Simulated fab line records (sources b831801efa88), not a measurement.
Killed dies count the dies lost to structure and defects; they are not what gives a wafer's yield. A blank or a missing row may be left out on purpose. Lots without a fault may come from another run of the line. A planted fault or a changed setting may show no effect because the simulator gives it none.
One fault through the eyes of 2 desks    flow sky130    each desk has only its own numbers; what lay behind them comes last

== THE TOOL OWNER'S DESK: implanter-02 ==
For each lot that ran on this tool, the mean over its sampled wafers that have a number, from the tool's own readings at SKY_LDD_N_IMPLANT_13. Any lot whose mean is over 4 standard deviations away from the usual mean is out of limits and marked OUT; that distance is given in the brackets.
Columns: A = beam energy keV at SKY_LDD_N_IMPLANT_13, usual 50.000; B = dose ions cm2 at SKY_LDD_N_IMPLANT_13, usual 5.001e+12
lot   first seen here  A                 B
L504  day 18 04:29     49.986            5.008e+12
L506  day 20 10:00     51.249 (+83) OUT  4.998e+12
L508  day 20 15:20     51.272 (+85) OUT  5.000e+12
L519  day 23 16:22     50.010            4.996e+12
L523  day 24 20:35     50.016            5.006e+12
L524  day 25 14:12     50.003            5.000e+12
Finding of this desk: L506, L508 out of limits; the first was L506 at day 20 10:00, on beam energy keV at SKY_LDD_N_IMPLANT_13. Within limits: L504, L519, L523, L524.

== FROM THE METROLOGY DESK ==
Lot by lot, what the gauges showed, no matter which tool ran the lot: averages of those sampled wafers that carry a number. Any lot whose mean is over 4 standard deviations away from the usual mean is out of limits and marked OUT; that distance is given in the brackets.
Columns: A = SONOS_TUNNEL_OVL at SKY_SONOS_TUNNEL_OVL_MEAS_08, usual 2.1 nm; B = SONOS_TUNNEL_TW at SKY_SONOS_TUNNEL_TW_MEAS_12, usual 196.0
lot   first seen here  A    B
L504  day 11 19:58     2.5  198.5
L505  day 12 11:26     4.8  194.8
L506  day 12 19:48     0.1  194.6
L508  day 13 10:08     1.7  195.8
L511  day 14 08:45     2.8  195.8
L513  day 14 22:35     0.4  197.8
L514  day 15 05:34     0.3  193.9
L518  day 16 12:56     3.6  196.2
L519  day 16 22:11     2.4  195.3
L520  day 17 06:56     1.9  194.0
L521  day 17 16:51     1.6  195.8
L523  day 17 22:39     1.6  195.3
L524  day 18 11:11     3.1  195.0
This desk's verdict: no lot among the 13 shows anything out of limits.

== BROUGHT TOGETHER ==
The tool owner's desk could have raised an alarm at day 20 10:00, on L506, L508.
Nothing out of limits was seen by the metrology desk.
The metrology desk holds a record of L506, L508, inside its limits.
The lots listed all ran SKY_LDD_N_IMPLANT_13 on implanter-02.

== WHAT HAD BEEN PUT IN BY THE SIMULATOR ==
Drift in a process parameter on implanter-02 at SKY_LDD_N_IMPLANT_13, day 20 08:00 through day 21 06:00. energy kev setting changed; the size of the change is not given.
Shown lots that were struck: L506, L508.
Each desk's first reading out of limits, in hours after the fault started: the tool owner's desk, 2.
